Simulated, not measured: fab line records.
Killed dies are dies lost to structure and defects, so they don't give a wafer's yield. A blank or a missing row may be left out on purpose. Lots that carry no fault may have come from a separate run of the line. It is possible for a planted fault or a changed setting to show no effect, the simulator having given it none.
fab line records + flow sky130
record
- lots=11
- wafers=33
- lastDay=51
route steps=708 shown SD_N@356 SD_P@359 LI_CONTACT@383 LOCAL_INTERCONNECT@400 CONTACT@424
lots with no fault: from the same line, run without faults
startH: hours from the record's opening day to when the first of the lot's shown wafers began + waitH: time in hours since the lot's previous step + " unchanged from the row above + L1.1+2: one row covering several wafers at once + - no value, or no start was given + * or withheld: withheld + < > ~ a bound
route shown NAME@n: names a module that has steps shown in the file, with the first one's number in the route + usual: mean/standard deviation of fault-free wafers + same: alike in all rows + chamber/n: place in a boat + sites: each site's reading + _std_site: their standard deviation + _edge_site: outer sites' mean less inner sites' + radiusMm: how far each site lies from the wafer's centre + mask NAME#n: copy n + behind: the tool/chamber that last shaped the wafer + hold: reason for holding the lot/hours on hold/outcome of the hold + device: the n, p or np transistor that did not switch + end of line: the route-end tests of the same wafers + a step given without rows: its recipe and nothing more + killed: not the wafer's yield, but the dies lost to structure and defects at the first sort + map: a wafer's dies, x killed, . not, _ none there
set.NAME: the setting the step ran with; set.NAME@STEP: the setting that earlier step ran with + model.NAME: the simulator's own value behind a step, which no gauge read
a sample of lots followed through the steps of the route, with each step as a table and each wafer as a row
services: a tool's chamber out of use, with start hour (startH, from the record's first day; less than 0 if before it), hours out, and reason
## steps
# step SKY_SD_N_RTA_14
# recipe
- tempC=1075
- timeS=2
- idleTempC=650
- rampUpCPerS=150
- rampDownCPerS=90
- ambient=N2
# usual
- lampPowerPct=15.74/0.049
- wafer_temp_C_max=1078.1/1.5
| lot.wafer | tool         | chamber | startH | waitH | lampPowerPct | wafer_temp_C_max |
|-----------|--------------|---------|--------|-------|--------------|------------------|
| L503.2    | rtpAnneal-02 | 0       | 638.16 | 0.0   | 15.85        | 1078.6           |
| L503.3    | "            | 0       | "      | "     | 15.76        | 1077.6           |
| L503.6    | "            | 0       | "      | "     | 15.76        | 1075.8           |
| L505.1    | rtpAnneal-02 | 0       | 659.30 | 0.0   | 15.76        | 1078.3           |
| L505.2    | "            | 0       | "      | "     | 15.74        | 1079.0           |
| L505.5    | "            | 0       | "      | "     | 15.72        | 1076.8           |
| L507.3    | rtpAnneal-02 | 0       | 705.50 | 0.0   | 15.73        | 1078.3           |
| L507.4    | "            | 0       | "      | "     | 15.73        | 1080.1           |
| L507.6    | "            | 0       | "      | "     | 15.74        | 1078.4           |
| L508.4    | rtpAnneal-01 | 0       | 706.46 | 0.0   | 15.77        | 1077.1           |
| L508.5    | "            | 0       | "      | "     | 15.73        | 1078.4           |
| L508.6    | "            | 0       | "      | "     | 15.79        | 1077.2           |
| L510.3    | rtpAnneal-01 | 0       | 707.65 | 0.0   | 15.72        | 1076.3           |
| L510.5    | "            | 0       | "      | "     | 15.83        | 1075.6           |
| L510.6    | "            | 0       | "      | "     | 15.73        | 1079.0           |
| L511.3    | rtpAnneal-02 | 0       | 714.20 | 0.0   | 15.74        | 1081.0           |
| L511.5    | "            | 0       | "      | "     | 15.76        | 1078.4           |
| L511.6    | "            | 0       | "      | "     | 15.65        | 1080.8           |
| L512.1    | rtpAnneal-01 | 0       | 723.79 | 0.0   | 15.67        | 1076.4           |
| L512.3    | "            | 0       | "      | "     | 15.70        | 1077.4           |
| L512.5    | "            | 0       | "      | "     | 15.75        | 1079.4           |
| L521.2    | rtpAnneal-02 | 0       | 797.96 | 0.0   | 16.02        | 1096.3           |
| L521.4    | "            | 0       | "      | "     | 16.01        | 1091.3           |
| L521.5    | "            | 0       | "      | "     | 15.92        | 1091.7           |
| L523.1    | rtpAnneal-02 | 0       | 805.98 | 0.0   | 15.92        | 1090.9           |
| L523.2    | "            | 0       | "      | "     | 15.94        | 1092.3           |
| L523.3    | "            | 0       | "      | "     | 16.05        | 1092.6           |
| L524.1    | rtpAnneal-01 | 0       | 813.43 | 0.0   | 15.69        | 1077.3           |
| L524.5    | "            | 0       | "      | "     | 15.68        | 1078.8           |
| L524.6    | "            | 0       | "      | "     | 15.79        | 1076.5           |
| L525.1    | rtpAnneal-02 | 0       | 869.23 | 0.0   | 15.82        | 1078.7           |
| L525.2    | "            | 0       | "      | "     | 15.71        | 1077.1           |
| L525.6    | "            | 0       | "      | "     | 15.74        | 1079.2           |
# step SKY_SD_N_RS_MEAS_16
# recipe
- thkMeasGauge=four-point-probe
# usual
- SD_N_RS=68.56/0.13
| lot.wafer | tool         | chamber | startH | waitH | SD_N_RS[ohm/sq] |
|-----------|--------------|---------|--------|-------|-----------------|
| L503.2    | filmMetro-02 | -       | 638.35 | 0.1   | 68.63           |
| L503.3    | "            | -       | "      | "     | 68.56           |
| L503.6    | "            | -       | "      | "     | 68.61           |
| L505.1    | filmMetro-02 | -       | 659.47 | 0.1   | 68.57           |
| L505.2    | "            | -       | "      | "     | 68.57           |
| L505.5    | "            | -       | "      | "     | 68.54           |
| L507.3    | filmMetro-01 | -       | 705.69 | 0.1   | 68.78           |
| L507.4    | "            | -       | "      | "     | 68.51           |
| L507.6    | "            | -       | "      | "     | 68.68           |
| L508.4    | filmMetro-04 | -       | 706.67 | 0.1   | 68.39           |
| L508.5    | "            | -       | "      | "     | 68.43           |
| L508.6    | "            | -       | "      | "     | 68.27           |
| L510.3    | filmMetro-02 | -       | 707.84 | 0.1   | 68.65           |
| L510.5    | "            | -       | "      | "     | 68.54           |
| L510.6    | "            | -       | "      | "     | 68.65           |
| L511.3    | filmMetro-01 | -       | 714.39 | 0.1   | 68.69           |
| L511.5    | "            | -       | "      | "     | 68.69           |
| L511.6    | "            | -       | "      | "     | 68.67           |
| L512.1    | filmMetro-01 | -       | 723.96 | 0.1   | 68.64           |
| L512.3    | "            | -       | "      | "     | 68.53           |
| L512.5    | "            | -       | "      | "     | 68.58           |
| L521.2    | filmMetro-01 | -       | 798.14 | 0.1   | 66.23           |
| L521.4    | "            | -       | "      | "     | 66.31           |
| L521.5    | "            | -       | "      | "     | 66.31           |
| L523.1    | filmMetro-04 | -       | 806.15 | 0.1   | 66.02           |
| L523.2    | "            | -       | "      | "     | 66.07           |
| L523.3    | "            | -       | "      | "     | 65.86           |
| L524.1    | filmMetro-04 | -       | 813.61 | 0.1   | 68.27           |
| L524.5    | "            | -       | "      | "     | 68.47           |
| L524.6    | "            | -       | "      | "     | 68.35           |
| L525.1    | filmMetro-04 | -       | 869.40 | 0.1   | 68.46           |
| L525.2    | "            | -       | "      | "     | 68.58           |
| L525.6    | "            | -       | "      | "     | 68.52           |
# step SKY_SD_N_RS_MEAS_17
# recipe
- thkMeasGauge=four-point-probe
# usual
- SD_P_RS=147.1/0.44
| lot.wafer | tool         | chamber | startH | waitH | SD_P_RS[ohm/sq] |
|-----------|--------------|---------|--------|-------|-----------------|
| L503.2    | filmMetro-02 | -       | 638.47 | 0.1   | 147.1           |
| L503.3    | "            | -       | "      | "     | 147.1           |
| L503.6    | "            | -       | "      | "     | 146.6           |
| L505.1    | filmMetro-02 | -       | 659.59 | 0.1   | 147.1           |
| L505.2    | "            | -       | "      | "     | 146.8           |
| L505.5    | "            | -       | "      | "     | 146.9           |
| L507.3    | filmMetro-01 | -       | 705.81 | 0.1   | 147.7           |
| L507.4    | "            | -       | "      | "     | 147.2           |
| L507.6    | "            | -       | "      | "     | 147.2           |
| L508.4    | filmMetro-04 | -       | 706.79 | 0.1   | 146.6           |
| L508.5    | "            | -       | "      | "     | 146.4           |
| L508.6    | "            | -       | "      | "     | 146.3           |
| L510.3    | filmMetro-02 | -       | 707.96 | 0.1   | 147.4           |
| L510.5    | "            | -       | "      | "     | 147.0           |
| L510.6    | "            | -       | "      | "     | 147.5           |
| L511.3    | filmMetro-01 | -       | 714.51 | 0.1   | 147.2           |
| L511.5    | "            | -       | "      | "     | 147.4           |
| L511.6    | "            | -       | "      | "     | 147.6           |
| L512.1    | filmMetro-01 | -       | 724.08 | 0.1   | 146.9           |
| L512.3    | "            | -       | "      | "     | 146.5           |
| L512.5    | "            | -       | "      | "     | 146.9           |
| L521.2    | filmMetro-01 | -       | 798.26 | 0.1   | 135.3           |
| L521.4    | "            | -       | "      | "     | 135.5           |
| L521.5    | "            | -       | "      | "     | 135.6           |
| L523.1    | filmMetro-04 | -       | 806.27 | 0.1   | 134.9           |
| L523.2    | "            | -       | "      | "     | 135.2           |
| L523.3    | "            | -       | "      | "     | 135.0           |
| L524.1    | filmMetro-04 | -       | 813.73 | 0.1   | 147.2           |
| L524.5    | "            | -       | "      | "     | 146.8           |
| L524.6    | "            | -       | "      | "     | 146.8           |
| L525.1    | filmMetro-04 | -       | 869.52 | 0.1   | 147.4           |
| L525.2    | "            | -       | "      | "     | 147.1           |
| L525.6    | "            | -       | "      | "     | 147.1           |
# step SKY_LI_CONTACT_CVD_21
# recipe
- material=W
- targetThkNm=400
- timeS=120.56
- tempC=400
- pressureTorr=40
# usual
- heaterPowerW=859/87
| lot.wafer | tool    | chamber | startH | waitH | heaterPowerW |
|-----------|---------|---------|--------|-------|--------------|
| L503.2    | cvdW-01 | 1       | 667.94 | 0.0   | 865          |
| L503.3    | "       | 1       | "      | "     | 849          |
| L503.6    | "       | 1       | "      | "     | 870          |
| L505.1    | cvdW-01 | 0       | 689.49 | 0.0   | 726          |
| L505.2    | "       | 1       | "      | "     | 874          |
| L505.5    | "       | 1       | "      | "     | 863          |
| L507.3    | cvdW-01 | 0       | 735.42 | 0.1   | 738          |
| L507.4    | "       | 1       | "      | "     | 833          |
| L507.6    | "       | 0       | "      | "     | 732          |
| L508.4    | cvdW-02 | 1       | 736.59 | 0.1   | 952          |
| L508.5    | "       | 0       | "      | "     | 898          |
| L508.6    | "       | 1       | "      | "     | 954          |
| L510.3    | cvdW-02 | 0       | 737.40 | 0.1   | 897          |
| L510.5    | "       | 0       | "      | "     | 922          |
| L510.6    | "       | 1       | "      | "     | 971          |
| L511.3    | cvdW-01 | 0       | 743.49 | 0.1   | 739          |
| L511.5    | "       | 1       | "      | "     | 859          |
| L511.6    | "       | 0       | "      | "     | 745          |
| L512.1    | cvdW-02 | 0       | 752.95 | 0.0   | 901          |
| L512.3    | "       | 1       | "      | "     | 968          |
| L512.5    | "       | 1       | "      | "     | 992          |
| L521.2    | cvdW-02 | 0       | 826.44 | 0.0   | 924          |
| L521.4    | "       | 1       | "      | "     | 939          |
| L521.5    | "       | 0       | "      | "     | 906          |
| L523.1    | cvdW-02 | 1       | 834.14 | 0.0   | 962          |
| L523.2    | "       | 0       | "      | "     | 918          |
| L523.3    | "       | 1       | "      | "     | 985          |
| L524.1    | cvdW-01 | 0       | 841.44 | 0.0   | 736          |
| L524.5    | "       | 0       | "      | "     | 741          |
| L524.6    | "       | 1       | "      | "     | 883          |
| L525.1    | cvdW-01 | 1       | 897.49 | 0.0   | 893          |
| L525.2    | "       | 0       | "      | "     | 738          |
| L525.6    | "       | 1       | "      | "     | 890          |
# step SKY_LOCAL_INTERCONNECT_ETCH_13
# recipe
- chemistry=N2/H2
- target=BARC
- ionEnergyEv=200
- biasW=100
- pressureMtorr=30
- n2FlowSccm=100
- h2FlowSccm=200
- icpW=500
- stopOn=SiO2
- timeS=45.9
- targetDepthA=600
# usual
- chamberPressureMTorr=30.00/0.031
- drypumpMotorCurrentA=5.8/0.32
- oesProductAu=0.855/0.0047
- throttleValvePct=13.224/0.0096
| lot.wafer | tool        | chamber | startH | waitH | chamberPressureMTorr | drypumpMotorCurrentA | oesProductAu | rfHoursCounterH | throttleValvePct |
|-----------|-------------|---------|--------|-------|----------------------|----------------------|--------------|-----------------|------------------|
| L503.2    | rieMetal-03 | 1       | 697.29 | 0.0   | 30.01                | 6.0                  | 0.853        | 5               | 13.225           |
| L503.3    | "           | 1       | "      | "     | 29.96                | 5.9                  | 0.860        | -               | 13.216           |
| L503.6    | "           | 0       | "      | "     | 29.99                | 6.3                  | 0.855        | -               | 13.208           |
| L505.1    | rieMetal-04 | 0       | 718.88 | 0.0   | 30.00                | 5.4                  | 0.848        | 11              | 13.211           |
| L505.2    | "           | 1       | "      | "     | 29.96                | 5.4                  | 0.864        | 3               | 13.223           |
| L505.5    | "           | 1       | "      | "     | 29.97                | 5.4                  | 0.845        | -               | 13.232           |
| L507.3    | rieMetal-03 | 1       | 763.63 | 0.1   | 30.05                | 6.0                  | 0.854        | -               | 13.220           |
| L507.4    | "           | 1       | "      | "     | 30.00                | 6.0                  | 0.850        | -               | 13.228           |
| L507.6    | "           | 1       | "      | "     | 30.00                | 6.0                  | 0.857        | -               | 13.215           |
| L508.4    | rieMetal-04 | 0       | 764.31 | 0.0   | 29.95                | 5.4                  | 0.851        | -               | 13.236           |
| L508.5    | "           | 0       | "      | "     | 30.01                | 5.4                  | 0.857        | -               | 13.209           |
| L508.6    | "           | 1       | "      | "     | 29.94                | 5.4                  | 0.856        | -               | 13.218           |
| L510.3    | rieMetal-03 | 1       | 765.63 | 0.1   | 30.02                | 6.0                  | 0.847        | -               | 13.218           |
| L510.5    | "           | 1       | "      | "     | 30.05                | 5.9                  | 0.853        | -               | 13.225           |
| L510.6    | "           | 1       | "      | "     | 29.99                | 5.9                  | 0.855        | -               | 13.220           |
| L511.3    | rieMetal-04 | 1       | 771.50 | 0.0   | 29.96                | 5.4                  | 0.857        | -               | 13.229           |
| L511.5    | "           | 1       | "      | "     | 30.01                | 5.4                  | 0.846        | -               | 13.227           |
| L511.6    | "           | 0       | "      | "     | 30.00                | 5.3                  | 0.854        | -               | 13.224           |
| L512.1    | rieMetal-03 | 0       | 780.49 | 0.0   | 30.02                | 6.2                  | 0.848        | 0               | 13.196           |
| L512.3    | "           | 0       | "      | "     | 30.05                | 6.3                  | 0.856        | -               | 13.225           |
| L512.5    | "           | 1       | "      | "     | 30.02                | 6.0                  | 0.854        | -               | 13.223           |
| L521.2    | rieMetal-04 | 1       | 853.03 | 0.0   | 30.03                | 5.4                  | 0.853        | 7               | 13.214           |
| L521.4    | "           | 0       | "      | "     | 30.02                | 5.4                  | 0.847        | -               | 13.220           |
| L521.5    | "           | 0       | "      | "     | 29.99                | 5.4                  | 0.855        | -               | 13.219           |
| L523.1    | rieMetal-01 | 1       | 860.84 | 0.0   | 29.99                | 5.5                  | 0.854        | 2               | 13.225           |
| L523.2    | "           | 1       | "      | "     | 29.96                | 5.5                  | 0.856        | -               | 13.225           |
| L523.3    | "           | 1       | "      | "     | 30.02                | 5.5                  | 0.857        | -               | 13.211           |
| L524.1    | rieMetal-03 | 1       | 867.64 | 0.0   | 30.00                | 5.9                  | 0.852        | 12              | 13.205           |
| L524.5    | "           | 0       | "      | "     | 30.04                | 6.3                  | 0.854        | -               | 13.216           |
| L524.6    | "           | 1       | "      | "     | 29.99                | 5.9                  | 0.850        | -               | 13.217           |
| L525.1    | rieMetal-01 | 0       | 923.29 | 0.0   | 30.01                | 6.0                  | 0.850        | 17              | 13.223           |
| L525.2    | "           | 1       | "      | "     | 30.00                | 5.5                  | 0.846        | 5               | 13.225           |
| L525.6    | "           | 1       | "      | "     | 29.98                | 5.5                  | 0.855        | -               | 13.219           |
# step SKY_CONTACT_ETCH_18
# recipe
- target=Si3N4
- chemistry=CHF3/O2
- stopOn=TiN
- sourceW=600
- biasW=200
- pressureMtorr=40
- chf3FlowSccm=50
- O2_flow_sccm=5
- timeS=39
- targetDepthA=750
# usual
- chamberPressureMTorr=40.00/0.042
- drypumpMotorCurrentA=5.6/0.49
- oesProductAu=0.855/0.0065
- throttleValvePct=8.793/0.0087
| lot.wafer | tool       | chamber | startH | waitH | chamberPressureMTorr | drypumpMotorCurrentA | oesProductAu | rfHoursCounterH | throttleValvePct |
|-----------|------------|---------|--------|-------|----------------------|----------------------|--------------|-----------------|------------------|
| L503.2    | rieDiel-04 | 0       | -      | -     | 40.01                | 5.7                  | 0.854        | 4               | 8.784            |
| L503.3    | "          | 3       | "      | "     | 39.99                | 4.7                  | 0.855        | 29              | 8.794            |
| L503.6    | "          | 1       | "      | "     | 40.04                | 5.7                  | 0.858        | -               | 8.792            |
| L505.1    | rieDiel-04 | 3       | -      | -     | 40.00                | 4.7                  | 0.859        | 29              | 8.788            |
| L505.2    | "          | 0       | "      | "     | 40.04                | 5.7                  | 0.854        | 5               | 8.804            |
| L505.5    | "          | 0       | "      | "     | 40.03                | 5.7                  | 0.858        | -               | 8.787            |
| L507.3    | rieDiel-04 | 0       | -      | -     | 39.97                | 5.7                  | 0.858        | 6               | 8.792            |
| L507.4    | "          | 3       | "      | "     | 39.97                | 4.7                  | 0.856        | 30              | 8.795            |
| L507.6    | "          | 3       | "      | "     | 40.01                | 4.7                  | 0.850        | -               | 8.802            |
| L508.4    | rieDiel-04 | 1       | -      | -     | 39.98                | 5.7                  | 0.864        | 8               | 8.797            |
| L508.5    | "          | 2       | "      | "     | 40.05                | 5.6                  | 0.855        | -               | 8.802            |
| L508.6    | "          | 3       | "      | "     | 39.98                | 4.7                  | 0.858        | -               | 8.785            |
| L510.3    | rieDiel-04 | 3       | -      | -     | 39.95                | 4.7                  | 0.848        | 30              | 8.776            |
| L510.5    | "          | 2       | "      | "     | 39.98                | 5.6                  | 0.858        | -               | 8.793            |
| L510.6    | "          | 1       | "      | "     | 40.07                | 5.7                  | 0.857        | -               | 8.788            |
| L511.3    | rieDiel-01 | 0       | -      | -     | 40.04                | 5.4                  | 0.845        | 3               | 8.793            |
| L511.5    | "          | 2       | "      | "     | 40.00                | 6.4                  | 0.853        | -               | 8.791            |
| L511.6    | "          | 3       | "      | "     | 40.01                | 6.0                  | 0.858        | -               | 8.798            |
| L512.1    | rieDiel-03 | 0       | -      | -     | 39.97                | 5.6                  | 0.852        | 14              | 8.791            |
| L512.3    | "          | 3       | "      | "     | 40.04                | 5.2                  | 0.853        | 8               | 8.811            |
| L512.5    | "          | 1       | "      | "     | 39.98                | 5.1                  | 0.860        | -               | 8.801            |
| L521.2    | rieDiel-01 | 2       | -      | -     | 40.03                | 6.4                  | 0.853        | 26              | 8.787            |
| L521.4    | "          | 1       | "      | "     | 39.99                | 6.4                  | 0.857        | 9               | 8.784            |
| L521.5    | "          | 0       | "      | "     | 40.01                | 5.4                  | 0.856        | -               | 8.777            |
| L523.1    | rieDiel-01 | 1       | -      | -     | 40.04                | 6.4                  | 0.857        | 9               | 8.779            |
| L523.2    | "          | 0       | "      | "     | 40.01                | 5.4                  | 0.842        | 6               | 8.800            |
| L523.3    | "          | 3       | "      | "     | 40.02                | 6.0                  | 0.851        | 16              | 8.793            |
| L524.1    | rieDiel-03 | 1       | -      | -     | 39.92                | 5.1                  | 0.846        | 7               | 8.791            |
| L524.5    | "          | 2       | "      | "     | 39.99                | 5.4                  | 0.846        | -               | 8.789            |
| L524.6    | "          | 3       | "      | "     | 39.98                | 5.2                  | 0.855        | -               | 8.796            |
| L525.1    | rieDiel-01 | 0       | -      | -     | 40.08                | 5.4                  | 0.856        | 8               | 8.792            |
| L525.2    | "          | 1       | "      | "     | 39.97                | 6.5                  | 0.846        | 12              | 8.791            |
| L525.6    | "          | 0       | "      | "     | 39.96                | 5.4                  | 0.861        | -               | 8.806            |
## services
| tool         | chamber | startH | hours | kind   |
|--------------|---------|--------|-------|--------|
| rieMetal-03  | 0       | 617.45 | 12.6  | repair |
| rieDiel-04   | 1       | 633.53 | 9.4   | repair |
| rieDiel-03   | 2       | 639.25 | 3.5   | repair |
| cvdW-01      | -       | 642.87 | 14.6  | pm     |
| rieMetal-03  | 0       | 648.46 | 5.2   | repair |
| rieMetal-03  | 0       | 663.72 | 13.9  | repair |
| rieDiel-01   | -       | 664.74 | 1.7   | repair |
| rieDiel-01   | 2       | 671.98 | 2.0   | repair |
| rieDiel-04   | -       | 674.79 | 14.6  | pm     |
| rieDiel-01   | 1       | 676.88 | 4.8   | repair |
| rieDiel-04   | -       | 689.39 | 2.8   | pm     |
| rieMetal-04  | -       | 708.01 | 0.7   | repair |
| rieDiel-01   | -       | 771.43 | 0.7   | repair |
| cvdW-02      | 1       | 775.87 | 3.8   | repair |
| rieDiel-01   | 2       | 810.01 | 1.8   | repair |
| cvdW-02      | -       | 830.86 | 1.9   | repair |
| cvdW-01      | -       | 844.42 | 0.9   | repair |
| cvdW-02      | -       | 849.60 | 6.0   | pm     |
| rieDiel-04   | 2       | 853.39 | 14.0  | repair |
| cvdW-02      | -       | 904.11 | 14.0  | pm     |
| rieDiel-01   | 2       | 906.15 | 7.0   | repair |
| rieDiel-04   | 0       | 915.29 | 6.4   | repair |
| cvdW-02      | -       | 921.73 | 1.2   | repair |
| rtpAnneal-01 | -       | 932.31 | 0.6   | pm     |
## key
firstSign
- step=SKY_SD_N_RTA_14
- reading=wafer_temp_C_max
- direction=up
- sigmas=9.7
- usual=*
- struck=*
effect
- step=SKY_SD_N_RTA_14
- reading=lampPowerPct
- direction=up
- sigmas=4.9
- usual=15.74
- struck=15.98
effect
- step=SKY_SD_N_RS_MEAS_16
- reading=SD_N_RS
- direction=down
- sigmas=19
- usual=68.56
- struck=66.13
effect
- step=SKY_SD_N_RS_MEAS_17
- reading=SD_P_RS
- direction=down
- sigmas=27
- usual=147.1
- struck=135.3
metAt SKY_SD_N_RTA_14
struckLots L521,L523
testerLeftOut L521,L523
notActingAt SKY_LI_CONTACT_CVD_21,SKY_LOCAL_INTERCONNECT_ETCH_13,SKY_CONTACT_ETCH_18
onsetBetween 714.20 797.96
fault
- kind=processParameterDrift
- tool=rtpAnneal-02
- chamber=-
- onsetH=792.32
- steps=SKY_SD_N_RTA_14
- channel=tempC
- offset=*
- shape=step
- endH=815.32
- actsIn=*
- stated=*
# testerLeftOut: of these lots the tester's yield and bins aren't shown, on N5 and GAA mostly nor the transistor test; their killed dies are dies lost to structure and defects alone, not to doping, threshold or leakage, so they don't give the yield
